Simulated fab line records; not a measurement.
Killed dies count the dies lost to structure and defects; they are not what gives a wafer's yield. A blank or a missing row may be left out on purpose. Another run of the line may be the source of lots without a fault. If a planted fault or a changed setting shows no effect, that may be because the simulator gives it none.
Which of the tools did it? | flow sky130 | 12 lots with 36 wafers sampled at 4 steps, on a route of 708 steps

## WHAT THE GAUGES SHOWED, per wafer
SKY_NWELL_TW_MEAS_15. Usual: NWELL_TW gives 1816 (standard deviation 10).
lot  | measured    | on            | NWELL_TW       | flag
L266 | day 4 12:43 | film-metro-03 | 1822 1805 1811 |
L268 | day 5 01:45 | film-metro-03 | 1820 1830 1833 |
L269 | day 5 10:59 | film-metro-02 | 1824 1808 1812 |
L270 | day 5 17:29 | film-metro-04 | 1809 1800 1810 |
L271 | day 5 20:40 | film-metro-03 | 1809 1824 1821 |
L272 | day 6 01:34 | film-metro-02 | 1815 1812 1799 |
L274 | day 6 15:12 | film-metro-02 | 1818 1817 1812 |
L278 | day 7 19:28 | film-metro-03 | 1829 1837 1824 |
L281 | day 8 06:09 | film-metro-03 | 1828 1820 1816 |
L282 | day 8 12:26 | film-metro-02 | 1800 1802 1794 |
L283 | day 8 15:18 | film-metro-04 | 1825 1818 1833 |
L287 | day 9 14:46 | film-metro-04 | 1814 1821 1811 |

## EACH LOT AND THE TOOL THAT RAN IT (in order: tool; ch and the chambers of the sampled wafers; start)
lot  | SKY_FIELD_ISO_STRIP_16              | SKY_FIELD_ISO_ETCH_17           | SKY_DNWELL_STRIP_08
L266 | plasma-asher-03 ch 0,1, day 2 05:08 | rie-si-01 ch 2,3, day 2 05:12   | plasma-asher-01 ch 0,1, day 3 03:31
L268 | plasma-asher-02 ch 0,1, day 2 15:53 | rie-si-01 ch 0,1,2, day 2 15:59 | plasma-asher-04 ch 0,1, day 3 15:07
L269 | plasma-asher-03 ch 0,1, day 2 21:03 | rie-si-02 ch 0,2,3, day 2 21:09 | plasma-asher-04 ch 0,1, day 3 23:37
L270 | plasma-asher-01 ch 0,1, day 3 04:35 | rie-si-01 ch 1,2, day 3 04:38   | plasma-asher-04 ch 0,1, day 4 06:00
L271 | plasma-asher-01 ch 0,1, day 3 07:07 | rie-si-02 ch 0,1, day 3 07:13   | plasma-asher-02 ch 0,1, day 4 09:16
L272 | plasma-asher-03 ch 0,1, day 3 11:50 | rie-si-01 ch 1,2,3, day 3 11:54 | plasma-asher-01 ch 0,1, day 4 13:16
L274 | plasma-asher-01 ch 0,1, day 3 23:31 | rie-si-01 ch 1,2,3, day 3 23:37 | plasma-asher-02 ch 0,1, day 5 02:16
L278 | plasma-asher-02 ch 0,1, day 4 21:26 | rie-si-01 ch 2,3, day 4 21:30   | plasma-asher-02 ch 0,1, day 6 03:54
L281 | plasma-asher-03 ch 0,1, day 5 10:16 | rie-si-02 ch 0,1,2, day 5 10:22 | plasma-asher-04 ch 0, day 6 13:28
L282 | plasma-asher-02 ch 0,1, day 5 16:21 | rie-si-02 ch 0,2,3, day 5 16:27 | plasma-asher-01 ch 0,1, day 6 19:34
L283 | plasma-asher-01 ch 0,1, day 5 21:28 | rie-si-01 ch 1,2, day 5 21:34   | plasma-asher-01 ch 0,1, day 6 22:17
L287 | plasma-asher-01 ch 0,1, day 6 18:07 | rie-si-02 ch 0,3, day 6 18:13   | plasma-asher-02 ch 0,1, day 7 21:58
- SKY_FIELD_ISO_STRIP_16: strips in O2/N2.
- SKY_FIELD_ISO_ETCH_17: etches Si in HBr/Cl2/O2, target depth 342 nm, time 97.7 s.
- SKY_DNWELL_STRIP_08: strips in O2/N2.

## AS READ BY THE TOOLS THEMSELVES (means over the sampled wafers that have a number; for cases with no such wafer, the mark the record gives instead)
SKY_FIELD_ISO_STRIP_16. Usual: drypump-motor-current-A 5.60 A, standard deviation 0.3; oes-product-au 0.378 a.u., standard deviation 0.0049; strip-time-to-endpoint-s 3.549 s, standard deviation 0.028.
lot  | tool            | drypump-motor-current-A (A) | oes-product-au (a.u.) | strip-time-to-endpoint-s (s) | flag
L266 | plasma-asher-03 | 5.35                        | 0.379                 | 3.563                        |
L268 | plasma-asher-02 | 5.60                        | 0.376                 | 3.532                        |
L269 | plasma-asher-03 | 5.33                        | 0.379                 | 3.544                        |
L270 | plasma-asher-01 | 5.94                        | 0.380                 | 3.577                        |
L271 | plasma-asher-01 | 5.76                        | 0.375                 | 3.546                        |
L272 | plasma-asher-03 | 5.35                        | 0.381                 | 3.560                        |
L274 | plasma-asher-01 | 5.93                        | 0.378                 | 3.555                        |
L278 | plasma-asher-02 | 5.62                        | 0.383                 | 3.556                        |
L281 | plasma-asher-03 | 5.34                        | 0.381                 | 3.564                        |
L282 | plasma-asher-02 | 5.60                        | 0.375                 | 3.530                        |
L283 | plasma-asher-01 | 5.75                        | 0.377                 | 3.581                        |
L287 | plasma-asher-01 | 5.75                        | 0.379                 | 3.532                        |

SKY_FIELD_ISO_ETCH_17. Usual: bias-w 150.0 W, standard deviation 0.46; drypump-motor-current-A 5.5 A, standard deviation 0.46; oes-product-au 1.005 a.u., standard deviation 0.0086; throttle-valve-pct 25.652 %, standard deviation 0.011.
lot  | tool      | bias-w (W) | drypump-motor-current-A (A) | oes-product-au (a.u.) | throttle-valve-pct (%) | flag
L266 | rie-si-01 | 150.0      | 5.7                         | 1.011                 | 25.656                 |
L268 | rie-si-01 | 149.9      | 5.5                         | 1.007                 | 25.651                 |
L269 | rie-si-02 | 149.8      | 5.6                         | 1.001                 | 25.657                 |
L270 | rie-si-01 | 150.0      | 5.1                         | 1.016                 | 25.645                 |
L271 | rie-si-02 | 150.3      | 5.8                         | 1.003                 | 25.658                 |
L272 | rie-si-01 | 149.8      | 5.4                         | 1.012                 | 25.651                 |
L274 | rie-si-01 | 150.0      | 5.4                         | 1.002                 | 25.639                 |
L278 | rie-si-01 | 149.9      | 5.7                         | 1.008                 | 25.656                 |
L281 | rie-si-02 | 150.3      | 5.8                         | 1.004                 | 25.654                 |
L282 | rie-si-02 | 149.4      | 5.5                         | 1.006                 | 25.654                 |
L283 | rie-si-01 | 159.1      | 5.1                         | 1.021                 | 25.649                 | OFF
L287 | rie-si-02 | 149.4      | 5.3                         | 0.993                 | 25.666                 |

SKY_DNWELL_STRIP_08. Usual: drypump-motor-current-A 5.72 A, standard deviation 0.17; oes-product-au 0.722 a.u., standard deviation 0.0048; strip-time-to-endpoint-s 36.92 s, standard deviation 0.12.
lot  | tool            | drypump-motor-current-A (A) | oes-product-au (a.u.) | strip-time-to-endpoint-s (s) | flag
L266 | plasma-asher-01 | 5.76                        | 0.723                 | 36.88                        |
L268 | plasma-asher-04 | 5.79                        | 0.722                 | 36.86                        |
L269 | plasma-asher-04 | 5.78                        | 0.724                 | 36.94                        |
L270 | plasma-asher-04 | 5.78                        | 0.718                 | 36.75                        |
L271 | plasma-asher-02 | 5.61                        | 0.718                 | 37.01                        |
L272 | plasma-asher-01 | 5.75                        | 0.726                 | 37.11                        |
L274 | plasma-asher-02 | 5.55                        | 0.721                 | 36.78                        |
L278 | plasma-asher-02 | 5.59                        | 0.721                 | 37.03                        |
L281 | plasma-asher-04 | 5.80                        | 0.726                 | 36.90                        |
L282 | plasma-asher-01 | 5.75                        | 0.718                 | 36.91                        |
L283 | plasma-asher-01 | 5.92                        | 0.720                 | 36.93                        |
L287 | plasma-asher-02 | 5.59                        | 0.724                 | 36.88                        |

## THE ANSWER, worked out from the rows above alone
Rule: lot off if the mean of its wafers having a number is beyond 3 standard deviations from the usual mean. Also off: a lot with no number at a reading for which 4 or more lots have one. All remaining lots with rows at the step are treated as sound. The gauges are gone through in route order, then the tools' own readings, and for those a lot's mean is taken as printed above. At the first step where some lot is off, the reading lying furthest off is the one used; lots without a number count as furthest.
Off, at SKY_FIELD_ISO_ETCH_17 on bias-w: L283.
If a tool, at that step or one of the process steps before it, ran each lot that is off and ran no sound lot following the first of them, it fits. One fits: rie-si-01 at SKY_FIELD_ISO_ETCH_17. Its last sound lot is L278 (day 4 21:30), its first lot that is off L283 (day 5 21:34): a fault that began between those two fits.
On the lots that are off, the tool's own readings at SKY_FIELD_ISO_ETCH_17 differ by more than 5 times the standard deviation of the sound lots' means, which bears it out; bias-w reads 159.1 W there versus 149.9 W on the sound lots.

## WHAT THE SIMULATOR HAD PUT IN
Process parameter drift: rie-si-01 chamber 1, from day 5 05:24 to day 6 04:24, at SKY_FIELD_ISO_ETCH_17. Setting bias-w shifted by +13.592 from 150. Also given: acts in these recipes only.
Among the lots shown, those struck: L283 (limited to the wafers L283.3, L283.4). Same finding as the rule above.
